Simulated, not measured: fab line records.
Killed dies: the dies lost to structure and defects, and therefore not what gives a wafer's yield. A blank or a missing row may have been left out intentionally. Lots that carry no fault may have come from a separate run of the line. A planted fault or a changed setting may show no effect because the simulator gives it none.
fab line records -- flow sky130
[record] lots = 24, wafers = 72, last-day = 50
route steps=708 shown NWELL@79 VT_ADJUST_NCORE@130 VT_ADJUST_HVTR@138 SONOS_ONO@182
lots with no fault: from the same line, run without faults
start-h: hours from the record's first day to the start of the lot's first wafer shown -- wait-h: hours elapsed since this lot's preceding step -- " identical to the entry in the row above -- L1.1+2: one row covering several wafers at once -- - value missing, or start not given -- * or withheld: withheld -- < > ~ a bound
route shown NAME@n: NAME is a module with steps in the file, n the number in the route of the first one -- usual: average and standard deviation across the fault-free wafers -- same: alike in all rows -- chamber/n: place in a boat -- sites: each site's reading -- _std_site: standard deviation across them -- _edge_site: outer sites' mean less inner sites' -- radius-mm: how far each site lies from the wafer's centre -- mask NAME#n: copy n -- behind: the most recent tool/chamber to have shaped the wafer -- hold: cause of the lot's hold/its duration in hours/its outcome -- device: the n, p or np transistor that did not switch -- end of line: at the end of the route, the tests of the same wafers -- for a step that has no rows: nothing shown but its recipe -- killed: count of dies lost to structure and defects at first sort (not the wafer's yield) -- map: a wafer's dies, marking killed ones x, the rest . and places with no die _
set.NAME: the setting that was run; set.NAME@STEP: the one run at that earlier step -- model.NAME: the simulator's own value behind a step, which no gauge read
one table for each step of the route and one row for each wafer, over a sample of lots
services: when a tool's chamber went out of use (start-h, in hours from the record's first day, below 0 if earlier), for how many hours, and the reason
[[steps]]
[step SKY_NWELL_TW_MEAS_26]
[usual] NWELL_2_TW = 494/3.3
lot.wafer,tool,chamber,start-h,wait-h,NWELL_2_TW
L074.3,film-metro-02,-,108.79,0.1,494
L074.5,film-metro-02,-,108.79,0.1,498
L074.6,film-metro-02,-,108.79,0.1,498
L075.3,film-metro-03,-,110.64,0.1,492
L075.5,film-metro-03,-,110.64,0.1,493
L075.6,film-metro-03,-,110.64,0.1,493
L076.2,film-metro-03,-,116.68,0.1,491
L076.4,film-metro-03,-,116.68,0.1,496
L076.6,film-metro-03,-,116.68,0.1,492
L077.1,film-metro-01,-,118.51,0.1,501
L077.4,film-metro-01,-,118.51,0.1,498
L077.5,film-metro-01,-,118.51,0.1,504
L078.1,film-metro-03,-,123.77,0.1,494
L078.4,film-metro-03,-,123.77,0.1,494
L078.5,film-metro-03,-,123.77,0.1,492
L079.2,film-metro-02,-,133.57,0.1,489
L079.5,film-metro-02,-,133.57,0.1,490
L079.6,film-metro-02,-,133.57,0.1,489
L080.1,film-metro-01,-,134.42,0.1,498
L080.3,film-metro-01,-,134.42,0.1,498
L080.4,film-metro-01,-,134.42,0.1,494
L081.3,film-metro-03,-,137.88,0.1,496
L081.4,film-metro-03,-,137.88,0.1,494
L081.6,film-metro-03,-,137.88,0.1,493
L082.3,film-metro-03,-,143.73,0.1,495
L082.4,film-metro-03,-,143.73,0.1,493
L082.6,film-metro-03,-,143.73,0.1,495
L083.1,film-metro-03,-,153.27,0.1,495
L083.2,film-metro-03,-,153.27,0.1,497
L083.4,film-metro-03,-,153.27,0.1,495
L084.1,film-metro-02,-,159.32,0.1,487
L084.2,film-metro-02,-,159.32,0.1,489
L084.4,film-metro-02,-,159.32,0.1,487
L085.1,film-metro-02,-,165.72,0.1,489
L085.4,film-metro-02,-,165.72,0.1,487
L085.5,film-metro-02,-,165.72,0.1,486
L086.2,film-metro-01,-,171.98,0.1,499
L086.4,film-metro-01,-,171.98,0.1,496
L086.5,film-metro-01,-,171.98,0.1,497
L087.1,film-metro-01,-,177.58,0.3,494
L087.3,film-metro-01,-,177.58,0.3,498
L087.5,film-metro-01,-,177.58,0.3,496
L088.1,film-metro-01,-,182.57,0.1,496
L088.3,film-metro-01,-,182.57,0.1,500
L088.4,film-metro-01,-,182.57,0.1,499
L089.1,film-metro-01,-,186.86,0.1,495
L089.4,film-metro-01,-,186.86,0.1,497
L089.5,film-metro-01,-,186.86,0.1,495
L090.1,film-metro-03,-,192.32,0.1,495
L090.4,film-metro-03,-,192.32,0.1,494
L090.5,film-metro-03,-,192.32,0.1,494
L091.2,film-metro-03,-,202.67,0.1,495
L091.3,film-metro-03,-,202.67,0.1,496
L091.4,film-metro-03,-,202.67,0.1,496
L092.4,film-metro-03,-,211.79,0.1,494
L092.5,film-metro-03,-,211.79,0.1,493
L092.6,film-metro-03,-,211.79,0.1,496
L097.1,film-metro-03,-,253.26,0.1,490
L097.2,film-metro-03,-,253.26,0.1,493
L097.4,film-metro-03,-,253.26,0.1,494
L094.3,film-metro-03,-,253.63,0.1,494
L094.4,film-metro-03,-,253.63,0.1,493
L094.6,film-metro-03,-,253.63,0.1,493
L095.1,film-metro-03,-,254.26,0.1,495
L095.3,film-metro-03,-,254.26,0.1,494
L095.6,film-metro-03,-,254.26,0.1,491
L096.2,film-metro-03,-,254.77,0.2,495
L096.3,film-metro-03,-,254.77,0.2,493
L096.4,film-metro-03,-,254.77,0.2,491
L093.2,film-metro-01,-,255.63,0.1,493
L093.5,film-metro-01,-,255.63,0.1,491
L093.6,film-metro-01,-,255.63,0.1,491
[step SKY_NWELL_RTA_28]
[recipe] temp-c = 1050, time-s = 30, idle-temp-c = 650, ramp-up-c-per-s = 150, ramp-down-c-per-s = 90, ambient = N2
[usual] lamp-power-pct = 25.31/0.049, wafer_temp_C_max = 1054.8/1
lot.wafer,tool,chamber,start-h,wait-h,lamp-power-pct,wafer_temp_C_max
L074.3,rtp-anneal-01,0,108.91,0.0,25.34,1054.8
L074.5,rtp-anneal-01,0,108.91,0.0,25.32,1056.8
L074.6,rtp-anneal-01,0,108.91,0.0,25.21,1054.0
L075.3,rtp-anneal-02,0,110.76,0.0,25.32,1054.4
L075.5,rtp-anneal-02,0,110.76,0.0,25.31,1053.7
L075.6,rtp-anneal-02,0,110.76,0.0,25.28,1054.6
L076.2,rtp-anneal-01,0,116.80,0.0,25.33,1054.4
L076.4,rtp-anneal-01,0,116.80,0.0,25.30,1053.1
L076.6,rtp-anneal-01,0,116.80,0.0,25.30,1053.4
L077.1,rtp-anneal-01,0,118.62,0.0,25.22,1055.0
L077.4,rtp-anneal-01,0,118.62,0.0,25.28,1055.1
L077.5,rtp-anneal-01,0,118.62,0.0,25.24,1054.4
L078.1,rtp-anneal-02,0,123.88,0.0,25.39,1054.9
L078.4,rtp-anneal-02,0,123.88,0.0,25.31,1055.5
L078.5,rtp-anneal-02,0,123.88,0.0,25.38,1054.1
L079.2,rtp-anneal-01,0,133.69,0.0,25.32,1056.4
L079.5,rtp-anneal-01,0,133.69,0.0,25.29,1054.0
L079.6,rtp-anneal-01,0,133.69,0.0,25.33,1053.9
L080.1,rtp-anneal-02,0,134.58,0.0,25.38,1054.5
L080.3,rtp-anneal-02,0,134.58,0.0,25.34,1055.1
L080.4,rtp-anneal-02,0,134.58,0.0,25.33,1053.9
L081.3,rtp-anneal-01,0,138.05,0.0,25.21,1054.3
L081.4,rtp-anneal-01,0,138.05,0.0,25.28,1054.5
L081.6,rtp-anneal-01,0,138.05,0.0,25.21,1054.7
L082.3,rtp-anneal-01,0,143.86,0.0,25.38,1056.1
L082.4,rtp-anneal-01,0,143.86,0.0,25.32,1054.6
L082.6,rtp-anneal-01,0,143.86,0.0,25.31,1057.4
L083.1,rtp-anneal-01,0,153.38,0.0,25.33,1053.8
L083.2,rtp-anneal-01,0,153.38,0.0,25.26,1056.4
L083.4,rtp-anneal-01,0,153.38,0.0,25.27,1054.7
L084.1,rtp-anneal-02,0,159.43,0.0,25.35,1054.2
L084.2,rtp-anneal-02,0,159.43,0.0,25.28,1055.4
L084.4,rtp-anneal-02,0,159.43,0.0,25.34,1054.0
L085.1,rtp-anneal-01,0,165.83,0.0,25.40,1054.6
L085.4,rtp-anneal-01,0,165.83,0.0,25.23,1055.6
L085.5,rtp-anneal-01,0,165.83,0.0,25.29,1053.1
L086.2,rtp-anneal-01,0,172.10,0.0,25.25,1053.4
L086.4,rtp-anneal-01,0,172.10,0.0,25.40,1054.2
L086.5,rtp-anneal-01,0,172.10,0.0,25.26,1056.3
L087.1,rtp-anneal-01,0,177.70,0.0,25.37,1056.6
L087.3,rtp-anneal-01,0,177.70,0.0,25.42,1054.7
L087.5,rtp-anneal-01,0,177.70,0.0,25.31,1054.2
L088.1,rtp-anneal-02,0,182.68,0.0,25.30,1055.5
L088.3,rtp-anneal-02,0,182.68,0.0,25.38,1056.2
L088.4,rtp-anneal-02,0,182.68,0.0,25.35,1055.0
L089.1,rtp-anneal-01,0,186.97,0.0,25.27,1054.2
L089.4,rtp-anneal-01,0,186.97,0.0,25.47,1054.9
L089.5,rtp-anneal-01,0,186.97,0.0,25.25,1053.6
L090.1,rtp-anneal-02,0,192.44,0.0,25.31,1056.6
L090.4,rtp-anneal-02,0,192.44,0.0,25.32,1057.9
L090.5,rtp-anneal-02,0,192.44,0.0,25.30,1054.2
L091.2,rtp-anneal-01,0,202.79,0.0,25.38,1054.0
L091.3,rtp-anneal-01,0,202.79,0.0,25.37,1054.9
L091.4,rtp-anneal-01,0,202.79,0.0,25.31,1055.1
L092.4,rtp-anneal-02,0,211.92,0.1,25.24,1053.9
L092.5,rtp-anneal-02,0,211.92,0.1,25.35,1054.1
L092.6,rtp-anneal-02,0,211.92,0.1,25.35,1054.0
L097.1,rtp-anneal-02,0,253.37,0.0,25.26,1055.7
L097.2,rtp-anneal-02,0,253.37,0.0,25.28,1054.2
L097.4,rtp-anneal-02,0,253.37,0.0,25.34,1055.0
L094.3,rtp-anneal-01,0,253.76,0.0,25.33,1055.8
L094.4,rtp-anneal-01,0,253.76,0.0,25.20,1053.7
L094.6,rtp-anneal-01,0,253.76,0.0,25.27,1054.3
L095.1,rtp-anneal-02,0,254.37,0.0,25.36,1053.7
L095.3,rtp-anneal-02,0,254.37,0.0,25.27,1054.2
L095.6,rtp-anneal-02,0,254.37,0.0,25.32,1055.6
L096.2,rtp-anneal-01,0,254.90,0.0,25.37,1054.8
L096.3,rtp-anneal-01,0,254.90,0.0,25.40,1054.7
L096.4,rtp-anneal-01,0,254.90,0.0,25.33,1053.0
L093.2,rtp-anneal-02,0,255.76,0.0,25.43,1055.5
L093.5,rtp-anneal-02,0,255.76,0.0,25.34,1053.9
L093.6,rtp-anneal-02,0,255.76,0.0,25.35,1055.3
[step SKY_VT_ADJUST_NCORE_TW_MEAS_11]
[usual] VT_ADJUST_NCORE_TW = 218.6/1.6
lot.wafer,tool,chamber,start-h,wait-h,VT_ADJUST_NCORE_TW
L074.3,film-metro-03,-,182.56,0.1,220.4
L074.5,film-metro-03,-,182.56,0.1,219.3
L074.6,film-metro-03,-,182.56,0.1,219.9
L075.3,film-metro-01,-,184.60,0.1,219.8
L075.5,film-metro-01,-,184.60,0.1,219.7
L075.6,film-metro-01,-,184.60,0.1,219.5
L076.2,film-metro-04,-,191.90,0.1,219.9
L076.4,film-metro-04,-,191.90,0.1,221.7
L076.6,film-metro-04,-,191.90,0.1,220.4
L077.1,film-metro-04,-,193.06,0.1,221.2
L077.4,film-metro-04,-,193.06,0.1,220.2
L077.5,film-metro-04,-,193.06,0.1,219.3
L078.1,film-metro-04,-,198.99,0.1,219.3
L078.4,film-metro-04,-,198.99,0.1,220.2
L078.5,film-metro-04,-,198.99,0.1,219.7
L079.2,film-metro-04,-,214.15,0.1,220.0
L079.5,film-metro-04,-,214.15,0.1,219.7
L079.6,film-metro-04,-,214.15,0.1,220.1
L080.1,film-metro-04,-,215.34,0.1,219.8
L080.3,film-metro-04,-,215.34,0.1,220.1
L080.4,film-metro-04,-,215.34,0.1,218.7
L081.3,film-metro-03,-,220.51,0.1,217.3
L081.4,film-metro-03,-,220.51,0.1,217.4
L081.6,film-metro-03,-,220.51,0.1,217.6
L082.3,film-metro-01,-,228.88,0.1,219.4
L082.4,film-metro-01,-,228.88,0.1,219.2
L082.6,film-metro-01,-,228.88,0.1,217.7
L083.1,film-metro-01,-,238.74,0.1,218.8
L083.2,film-metro-01,-,238.74,0.1,217.6
L083.4,film-metro-01,-,238.74,0.1,218.0
L084.1,film-metro-01,-,246.36,0.1,216.4
L084.2,film-metro-01,-,246.36,0.1,216.3
L084.4,film-metro-01,-,246.36,0.1,216.2
L085.1,film-metro-04,-,252.59,0.1,221.4
L085.4,film-metro-04,-,252.59,0.1,221.9
L085.5,film-metro-04,-,252.59,0.1,221.2
L086.2,film-metro-01,-,261.65,0.1,216.3
L086.4,film-metro-01,-,261.65,0.1,216.6
L086.5,film-metro-01,-,261.65,0.1,218.1
L087.1,film-metro-01,-,266.71,0.1,217.6
L087.3,film-metro-01,-,266.71,0.1,216.1
L087.5,film-metro-01,-,266.71,0.1,219.4
L088.1,film-metro-01,-,274.99,0.1,216.5
L088.3,film-metro-01,-,274.99,0.1,218.0
L088.4,film-metro-01,-,274.99,0.1,217.0
L089.1,film-metro-01,-,276.84,0.1,216.4
L089.4,film-metro-01,-,276.84,0.1,217.8
L089.5,film-metro-01,-,276.84,0.1,218.2
L090.1,film-metro-03,-,286.99,0.1,218.8
L090.4,film-metro-03,-,286.99,0.1,218.3
L090.5,film-metro-03,-,286.99,0.1,217.7
L091.2,film-metro-04,-,298.49,0.1,219.7
L091.3,film-metro-04,-,298.49,0.1,219.4
L091.4,film-metro-04,-,298.49,0.1,221.2
L092.4,film-metro-03,-,306.97,0.1,217.4
L092.5,film-metro-03,-,306.97,0.1,217.0
L092.6,film-metro-03,-,306.97,0.1,217.2
L097.1,film-metro-01,-,355.59,0.1,217.6
L097.2,film-metro-01,-,355.59,0.1,217.1
L097.4,film-metro-01,-,355.59,0.1,218.0
L094.3,film-metro-01,-,357.31,0.1,218.6
L094.4,film-metro-01,-,357.31,0.1,217.4
L094.6,film-metro-01,-,357.31,0.1,217.7
L095.1,film-metro-04,-,357.86,0.1,219.7
L095.3,film-metro-04,-,357.86,0.1,219.8
L095.6,film-metro-04,-,357.86,0.1,218.4
L096.2,film-metro-04,-,358.55,0.1,220.5
L096.3,film-metro-04,-,358.55,0.1,219.8
L096.4,film-metro-04,-,358.55,0.1,219.2
L093.2,film-metro-03,-,359.20,0.1,216.6
L093.5,film-metro-03,-,359.20,0.1,215.5
L093.6,film-metro-03,-,359.20,0.1,215.9
[step SKY_VT_ADJUST_HVTR_CD_MEAS_07]
[recipe] target-cd-nm = 380
[usual] cd-nm = 379.2/2.5
lot.wafer,tool,chamber,start-h,wait-h,cd-nm
L074.3,cd-sem-02,-,203.01,0.1,382.7
L074.5,cd-sem-02,-,203.01,0.1,379.8
L074.6,cd-sem-02,-,203.01,0.1,382.1
L075.3,cd-sem-02,-,204.91,0.1,381.9
L075.5,cd-sem-02,-,204.91,0.1,378.9
L075.6,cd-sem-02,-,204.91,0.1,379.5
L076.2,cd-sem-02,-,213.29,0.1,374.5
L076.4,cd-sem-02,-,213.29,0.1,375.4
L076.6,cd-sem-02,-,213.29,0.1,371.9
L077.1,cd-sem-02,-,214.83,0.1,382.0
L077.4,cd-sem-02,-,214.83,0.1,381.3
L077.5,cd-sem-02,-,214.83,0.1,379.5
L078.1,cd-sem-01,-,220.38,0.1,379.9
L078.4,cd-sem-01,-,220.38,0.1,383.1
L078.5,cd-sem-01,-,220.38,0.1,380.6
L079.2,cd-sem-02,-,236.60,0.1,378.7
L079.5,cd-sem-02,-,236.60,0.1,380.4
L079.6,cd-sem-02,-,236.60,0.1,380.3
L080.1,cd-sem-01,-,238.64,0.1,383.3
L080.3,cd-sem-01,-,238.64,0.1,383.8
L080.4,cd-sem-01,-,238.64,0.1,383.0
L081.3,cd-sem-02,-,243.02,0.1,376.8
L081.4,cd-sem-02,-,243.02,0.1,378.7
L081.6,cd-sem-02,-,243.02,0.1,376.1
L082.3,cd-sem-02,-,251.56,0.1,376.0
L082.4,cd-sem-02,-,251.56,0.1,373.6
L082.6,cd-sem-02,-,251.56,0.1,377.2
L083.1,cd-sem-01,-,261.67,0.1,380.3
L083.2,cd-sem-01,-,261.67,0.1,382.6
L083.4,cd-sem-01,-,261.67,0.1,380.6
L084.1,cd-sem-01,-,269.99,0.1,379.3
L084.2,cd-sem-01,-,269.99,0.1,379.1
L084.4,cd-sem-01,-,269.99,0.1,375.5
L085.1,cd-sem-02,-,276.27,0.1,380.4
L085.4,cd-sem-02,-,276.27,0.1,379.8
L085.5,cd-sem-02,-,276.27,0.1,377.6
L086.2,cd-sem-01,-,285.66,0.1,379.2
L086.4,cd-sem-01,-,285.66,0.1,379.0
L086.5,cd-sem-01,-,285.66,0.1,379.3
L087.1,cd-sem-02,-,291.23,0.1,379.3
L087.3,cd-sem-02,-,291.23,0.1,378.9
L087.5,cd-sem-02,-,291.23,0.1,383.2
L088.1,cd-sem-01,-,299.53,0.1,379.5
L088.3,cd-sem-01,-,299.53,0.1,379.2
L088.4,cd-sem-01,-,299.53,0.1,377.6
L089.1,cd-sem-02,-,302.02,0.1,383.3
L089.4,cd-sem-02,-,302.02,0.1,382.6
L089.5,cd-sem-02,-,302.02,0.1,379.1
L090.1,cd-sem-01,-,311.42,0.1,375.8
L090.4,cd-sem-01,-,311.42,0.1,378.7
L090.5,cd-sem-01,-,311.42,0.1,376.6
L091.2,cd-sem-02,-,323.61,0.1,379.3
L091.3,cd-sem-02,-,323.61,0.1,377.6
L091.4,cd-sem-02,-,323.61,0.1,376.2
L092.4,cd-sem-01,-,332.80,0.1,376.8
L092.5,cd-sem-01,-,332.80,0.1,377.5
L092.6,cd-sem-01,-,332.80,0.1,375.9
L097.1,cd-sem-02,-,383.13,0.1,377.8
L097.2,cd-sem-02,-,383.13,0.1,379.7
L097.4,cd-sem-02,-,383.13,0.1,377.7
L094.3,cd-sem-02,-,384.61,0.1,380.4
L094.4,cd-sem-02,-,384.61,0.1,379.3
L094.6,cd-sem-02,-,384.61,0.1,381.1
L095.1,cd-sem-02,-,384.98,0.1,380.2
L095.3,cd-sem-02,-,384.98,0.1,378.9
L095.6,cd-sem-02,-,384.98,0.1,377.6
L096.2,cd-sem-02,-,386.31,0.1,379.1
L096.3,cd-sem-02,-,386.31,0.1,378.0
L096.4,cd-sem-02,-,386.31,0.1,380.5
L093.2,cd-sem-02,-,386.74,0.1,377.1
L093.5,cd-sem-02,-,386.74,0.1,377.7
L093.6,cd-sem-02,-,386.74,0.1,379.9
[step SKY_SONOS_ONO_OVL_MEAS_14]
[usual] SONOS_ONO_OVL = 1.1/1.4
lot.wafer,tool,chamber,start-h,wait-h,SONOS_ONO_OVL[nm]
L074.3,overlay-02,-,278.12,0.1,-0.1
L074.5,overlay-02,-,278.12,0.1,0.6
L074.6,overlay-02,-,278.12,0.1,0.4
L075.3,overlay-01,-,281.04,0.1,0.1
L075.5,overlay-01,-,281.04,0.1,-0.3
L075.6,overlay-01,-,281.04,0.1,2.0
L076.2,overlay-01,-,288.86,0.1,0.1
L076.4,overlay-01,-,288.86,0.1,-0.8
L076.6,overlay-01,-,288.86,0.1,3.1
L077.1,overlay-02,-,292.71,0.1,0.2
L077.4,overlay-02,-,292.71,0.1,2.9
L077.5,overlay-02,-,292.71,0.1,1.7
L078.1,overlay-02,-,298.41,0.1,0.3
L078.4,overlay-02,-,298.41,0.1,-1.8
L078.5,overlay-02,-,298.41,0.1,2.0
L079.2,overlay-02,-,315.81,0.1,0.3
L079.5,overlay-02,-,315.81,0.1,1.5
L079.6,overlay-02,-,315.81,0.1,0.8
L080.1,overlay-01,-,317.21,0.1,-2.1
L080.3,overlay-01,-,317.21,0.1,-1.8
L080.4,overlay-01,-,317.21,0.1,1.7
L081.3,overlay-02,-,327.27,0.1,0.2
L081.4,overlay-02,-,327.27,0.1,-0.2
L081.6,overlay-02,-,327.27,0.1,0.5
L082.3,overlay-01,-,333.62,0.1,1.6
L082.4,overlay-01,-,333.62,0.1,1.3
L082.6,overlay-01,-,333.62,0.1,1.4
L083.1,overlay-01,-,348.07,0.1,-1.0
L083.2,overlay-01,-,348.07,0.1,1.7
L083.4,overlay-01,-,348.07,0.1,0.4
L084.1,overlay-02,-,356.15,0.1,-0.3
L084.2,overlay-02,-,356.15,0.1,0.8
L084.4,overlay-02,-,356.15,0.1,1.5
L085.1,overlay-01,-,359.32,0.1,3.6
L085.4,overlay-01,-,359.32,0.1,1.8
L085.5,overlay-01,-,359.32,0.1,2.1
L086.2,overlay-01,-,370.78,0.1,1.1
L086.4,overlay-01,-,370.78,0.1,2.4
L086.5,overlay-01,-,370.78,0.1,2.1
L087.1,overlay-02,-,376.72,0.1,1.0
L087.3,overlay-02,-,376.72,0.1,0.2
L087.5,overlay-02,-,376.72,0.1,0.4
L088.1,overlay-02,-,385.40,0.1,0.6
L088.3,overlay-02,-,385.40,0.1,2.1
L088.4,overlay-02,-,385.40,0.1,1.1
L089.1,overlay-01,-,392.17,0.1,2.0
L089.4,overlay-01,-,392.17,0.1,1.3
L089.5,overlay-01,-,392.17,0.1,1.0
L090.1,overlay-02,-,400.00,0.1,0.4
L090.4,overlay-02,-,400.00,0.1,2.4
L090.5,overlay-02,-,400.00,0.1,2.1
L091.2,overlay-01,-,415.41,0.1,4.1
L091.3,overlay-01,-,415.41,0.1,3.8
L091.4,overlay-01,-,415.41,0.1,3.3
L092.4,overlay-02,-,425.94,0.1,2.3
L092.5,overlay-02,-,425.94,0.1,3.8
L092.6,overlay-02,-,425.94,0.1,2.4
L097.1,overlay-01,-,477.96,0.1,0.3
L097.2,overlay-01,-,477.96,0.1,1.3
L097.4,overlay-01,-,477.96,0.1,0.9
L094.3,overlay-02,-,480.77,0.1,2.5
L094.4,overlay-02,-,480.77,0.1,3.3
L094.6,overlay-02,-,480.77,0.1,2.3
L095.1,overlay-01,-,483.92,0.1,-0.3
L095.3,overlay-01,-,483.92,0.1,0.4
L095.6,overlay-01,-,483.92,0.1,0.9
L093.2,overlay-02,-,484.23,0.1,0.9
L093.5,overlay-02,-,484.23,0.1,3.2
L093.6,overlay-02,-,484.23,0.1,0.8
L096.2,overlay-02,-,486.01,0.1,0.9
L096.3,overlay-02,-,486.01,0.1,-0.3
L096.4,overlay-02,-,486.01,0.1,0.3
[step SKY_SONOS_ONO_STRIP_17]
[recipe] chemistry = O2/N2, power-w = 1400, pressure-mtorr = 1500, platen-temp-c = withheld, o2-flow-sccm = 3000, n2-flow-sccm = 300, overash-fraction = 0.5
[usual] drypump-motor-current-A = 6.0/0.58, oes-product-au = 0.709/0.0047, strip-time-to-endpoint-s = 14.10/0.054
lot.wafer,tool,chamber,start-h,wait-h,drypump-motor-current-A,oes-product-au,rf-hours-counter-h,strip-time-to-endpoint-s
L074.3,plasma-asher-02,1,278.28,0.0,6.6,0.704,-,14.12
L074.5,plasma-asher-02,1,278.28,0.0,6.5,0.713,-,14.11
L074.6,plasma-asher-02,0,278.28,0.0,5.2,0.708,-,14.10
L075.3,plasma-asher-01,0,281.20,0.0,5.8,0.710,-,14.26
L075.5,plasma-asher-01,1,281.20,0.0,6.5,0.696,-,14.21
L075.6,plasma-asher-01,0,281.20,0.0,5.8,0.708,-,14.21
L076.2,plasma-asher-02,1,289.00,0.0,6.6,0.710,61,14.12
L076.4,plasma-asher-02,1,289.00,0.0,6.6,0.702,-,14.17
L076.6,plasma-asher-02,0,289.00,0.0,5.2,0.715,-,14.15
L077.1,plasma-asher-02,0,292.85,0.0,5.2,0.709,62,14.12
L077.4,plasma-asher-02,0,292.85,0.0,5.2,0.703,-,14.04
L077.5,plasma-asher-02,1,292.85,0.0,6.5,0.713,-,14.05
L078.1,plasma-asher-01,0,298.55,0.0,5.9,0.712,62,14.16
L078.4,plasma-asher-01,0,298.55,0.0,5.8,0.709,-,14.17
L078.5,plasma-asher-01,1,298.55,0.0,6.5,0.701,-,14.09
L079.2,plasma-asher-01,1,315.95,0.0,6.5,0.705,63,14.08
L079.5,plasma-asher-01,0,315.95,0.0,5.8,0.709,-,14.07
L079.6,plasma-asher-01,1,315.95,0.0,6.5,0.707,-,14.08
L080.1,plasma-asher-02,0,317.36,0.0,5.2,0.702,64,14.05
L080.3,plasma-asher-02,0,317.36,0.0,5.2,0.706,-,14.08
L080.4,plasma-asher-02,1,317.36,0.0,6.6,0.699,-,14.06
L081.3,plasma-asher-01,1,327.43,0.0,6.5,0.710,-,14.02
L081.4,plasma-asher-01,0,327.43,0.0,5.8,0.716,-,14.08
L081.6,plasma-asher-01,0,327.43,0.0,5.8,0.706,-,14.06
L082.3,plasma-asher-02,0,333.79,0.0,5.2,0.711,-,14.03
L082.4,plasma-asher-02,1,333.79,0.0,6.6,0.704,-,14.03
L082.6,plasma-asher-02,1,333.79,0.0,6.6,0.709,-,14.01
L083.1,plasma-asher-02,1,348.22,0.0,6.5,0.709,67,14.15
L083.2,plasma-asher-02,0,348.22,0.0,5.2,0.707,67,14.14
L083.4,plasma-asher-02,1,348.22,0.0,6.5,0.712,-,14.09
L084.1,plasma-asher-02,1,356.30,0.0,6.6,0.700,68,14.04
L084.2,plasma-asher-02,0,356.30,0.0,5.2,0.717,68,14.07
L084.4,plasma-asher-02,1,356.30,0.0,6.6,0.706,-,14.09
L085.1,plasma-asher-03,0,359.47,0.0,6.7,0.710,53,14.10
L085.4,plasma-asher-03,0,359.47,0.0,6.7,0.713,-,14.09
L085.5,plasma-asher-03,0,359.47,0.0,6.7,0.703,-,14.12
L086.2,plasma-asher-03,0,370.92,0.0,6.7,0.711,54,14.04
L086.4,plasma-asher-03,0,370.92,0.0,6.7,0.706,-,14.05
L086.5,plasma-asher-03,1,370.92,0.0,5.5,0.707,-,14.05
L087.1,plasma-asher-02,0,376.87,0.0,5.2,0.718,70,14.05
L087.3,plasma-asher-02,1,376.87,0.0,6.6,0.721,-,14.03
L087.5,plasma-asher-02,1,376.87,0.0,6.6,0.704,-,14.04
L088.1,plasma-asher-03,0,385.55,0.0,6.7,0.704,55,14.01
L088.3,plasma-asher-03,0,385.55,0.0,6.7,0.709,-,14.08
L088.4,plasma-asher-03,1,385.55,0.0,5.5,0.702,-,14.09
L089.1,plasma-asher-03,0,392.32,0.0,6.7,0.712,56,14.07
L089.4,plasma-asher-03,1,392.32,0.0,5.5,0.711,-,14.08
L089.5,plasma-asher-03,1,392.32,0.0,5.5,0.702,-,14.11
L090.1,plasma-asher-03,1,400.23,0.0,5.5,0.703,57,14.03
L090.4,plasma-asher-03,0,400.23,0.0,6.7,0.710,-,14.07
L090.5,plasma-asher-03,1,400.23,0.0,5.5,0.713,-,14.10
L091.2,plasma-asher-01,0,415.55,0.0,5.8,0.710,73,14.12
L091.3,plasma-asher-01,0,415.55,0.0,5.8,0.701,-,14.13
L091.4,plasma-asher-01,1,415.55,0.0,6.5,0.702,-,14.14
L092.4,plasma-asher-01,0,426.10,0.0,5.8,0.712,-,14.12
L092.5,plasma-asher-01,1,426.10,0.0,6.5,0.705,-,14.11
L092.6,plasma-asher-01,0,426.10,0.0,5.8,0.707,-,14.12
L097.1,plasma-asher-02,1,478.10,0.0,6.6,0.711,5,14.04
L097.2,plasma-asher-02,0,478.10,0.0,5.2,0.711,5,14.07
L097.4,plasma-asher-02,0,478.10,0.0,5.2,0.715,-,14.11
L094.3,plasma-asher-02,1,480.94,0.0,6.6,0.710,-,14.15
L094.4,plasma-asher-02,0,480.94,0.0,5.2,0.713,-,14.08
L094.6,plasma-asher-02,0,480.94,0.0,5.2,0.719,-,14.19
L095.1,plasma-asher-01,0,484.15,0.0,5.8,0.702,81,14.18
L095.3,plasma-asher-01,0,484.15,0.0,5.8,0.718,-,14.17
L095.6,plasma-asher-01,1,484.15,0.0,6.4,0.705,-,14.23
L093.2,plasma-asher-02,1,484.37,0.0,6.5,0.708,5,14.03
L093.5,plasma-asher-02,0,484.37,0.0,5.2,0.712,-,14.10
L093.6,plasma-asher-02,1,484.37,0.0,6.5,0.711,-,14.02
L096.2,plasma-asher-01,1,486.15,0.0,6.5,0.711,81,14.04
L096.3,plasma-asher-01,1,486.15,0.0,6.5,0.709,-,14.04
L096.4,plasma-asher-01,0,486.15,0.0,5.8,0.715,-,14.07
[[services]]
tool,chamber,start-h,hours,kind
plasma-asher-02,-,87.87,0.4,repair
plasma-asher-02,-,92.71,2.8,pm
plasma-asher-01,-,101.14,1.3,repair
plasma-asher-01,-,157.31,2.8,pm
plasma-asher-01,-,345.93,9.1,repair
plasma-asher-02,-,392.10,28.5,pm
rtp-anneal-01,-,402.99,4.3,pm
plasma-asher-02,-,421.25,9.0,pm
plasma-asher-02,0,421.25,9.0,vent-cycle
plasma-asher-02,1,421.25,9.0,vent-cycle
plasma-asher-02,0,430.25,-,clean
plasma-asher-02,1,430.25,-,clean
rtp-anneal-02,-,442.63,3.5,pm
plasma-asher-02,-,444.95,3.9,repair
[[key]]
fault none
